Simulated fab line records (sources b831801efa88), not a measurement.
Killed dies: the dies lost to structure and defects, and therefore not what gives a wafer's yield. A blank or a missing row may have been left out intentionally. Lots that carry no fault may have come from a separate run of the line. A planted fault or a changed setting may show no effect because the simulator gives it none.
Chamber matching || flow gf180mcu || 4 sister chambers for GF_V5_CMP_04 on cmp-02
The step polishes SiO2. 8 wafers are shown with their chamber, then 12 later ones without.

== WAFERS WITH THEIR CHAMBER ==
{"wafer": "L085.3", "chamber": 1, "motor current A (A)": 12.4, "head pressure psi (psi)": 3.982}
{"wafer": "L087.2", "chamber": 2, "motor current A (A)": 13.4, "head pressure psi (psi)": 3.990}
{"wafer": "L089.2", "chamber": 2, "motor current A (A)": 12.5, "head pressure psi (psi)": 3.996}
{"wafer": "L090.2", "chamber": 1, "motor current A (A)": 12.0, "head pressure psi (psi)": 4.007}
{"wafer": "L090.5", "chamber": 3, "motor current A (A)": 12.5, "head pressure psi (psi)": 4.008}
{"wafer": "L093.1", "chamber": 0, "motor current A (A)": 12.9, "head pressure psi (psi)": 4.004}
{"wafer": "L093.5", "chamber": 3, "motor current A (A)": 12.9, "head pressure psi (psi)": 4.004}
{"wafer": "L093.6", "chamber": 0, "motor current A (A)": 12.2, "head pressure psi (psi)": 3.995}

== WAFERS MISSING THEIR CHAMBER ==
{"wafer": "L092.1", "motor current A (A)": 13.2, "head pressure psi (psi)": 4.005}
{"wafer": "L092.3", "motor current A (A)": 13.1, "head pressure psi (psi)": 4.002}
{"wafer": "L092.4", "motor current A (A)": 11.9, "head pressure psi (psi)": 3.996}
{"wafer": "L094.3", "motor current A (A)": 13.3, "head pressure psi (psi)": 4.005}
{"wafer": "L094.4", "motor current A (A)": 12.4, "head pressure psi (psi)": 3.997}
{"wafer": "L094.6", "motor current A (A)": 12.2, "head pressure psi (psi)": 4.009}
{"wafer": "L095.2", "motor current A (A)": 13.4, "head pressure psi (psi)": 3.999}
{"wafer": "L095.5", "motor current A (A)": 11.9, "head pressure psi (psi)": 3.999}
{"wafer": "L095.6", "motor current A (A)": 12.4, "head pressure psi (psi)": 3.984}
{"wafer": "L097.3", "motor current A (A)": 12.9, "head pressure psi (psi)": 3.999}
{"wafer": "L097.4", "motor current A (A)": 13.3, "head pressure psi (psi)": 3.999}
{"wafer": "L097.6", "motor current A (A)": 12.3, "head pressure psi (psi)": 3.990}

== WHICH CHAMBER EACH WENT THROUGH ==
{"wafer": "L092.1", "from the rows above": "can't be placed: 3 or 2 or 0 or 1", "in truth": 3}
{"wafer": "L092.3", "from the rows above": "can't be placed: 3 or 2 or 0 or 1", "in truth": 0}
{"wafer": "L092.4", "from the rows above": "can't be placed: 1 or 0 or 3 or 2", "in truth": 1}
{"wafer": "L094.3", "from the rows above": "can't be placed: 3 or 2 or 0 or 1", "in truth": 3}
{"wafer": "L094.4", "from the rows above": "can't be placed: 0 or 1 or 3 or 2", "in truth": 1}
{"wafer": "L094.6", "from the rows above": "can't be placed: 3 or 0 or 1 or 2", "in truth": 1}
{"wafer": "L095.2", "from the rows above": "can't be placed: 2 or 3 or 0 or 1", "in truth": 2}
{"wafer": "L095.5", "from the rows above": "can't be placed: 1 or 0 or 3 or 2", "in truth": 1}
{"wafer": "L095.6", "from the rows above": "can't be placed: 1 or 2 or 0 or 3", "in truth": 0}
{"wafer": "L097.3", "from the rows above": "can't be placed: 2 or 0 or 3 or 1", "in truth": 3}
{"wafer": "L097.4", "from the rows above": "can't be placed: 2 or 3 or 0 or 1", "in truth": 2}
{"wafer": "L097.6", "from the rows above": "can't be placed: 1 or 0 or 2 or 3", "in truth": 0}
Correctly placed: 0 of 12. Can't be placed from these rows: 12 (the true chamber is among the candidates in 12). Number placed wrongly: 0.
How it was worked out, from the rows above alone: a wafer's distance from a chamber is the root of the sum, over the readings, of the square of ((its reading less the chamber's mean) divided by the reading's scatter). The wafer belongs to the nearest chamber; if the next one is less than 2 further off, it can't be placed. A chamber's mean is the mean of its shown wafers. The scatter is the square root of a quotient: the sum, over the shown wafers, of each reading's squared deviation from its chamber's mean, divided by wafers minus chambers.
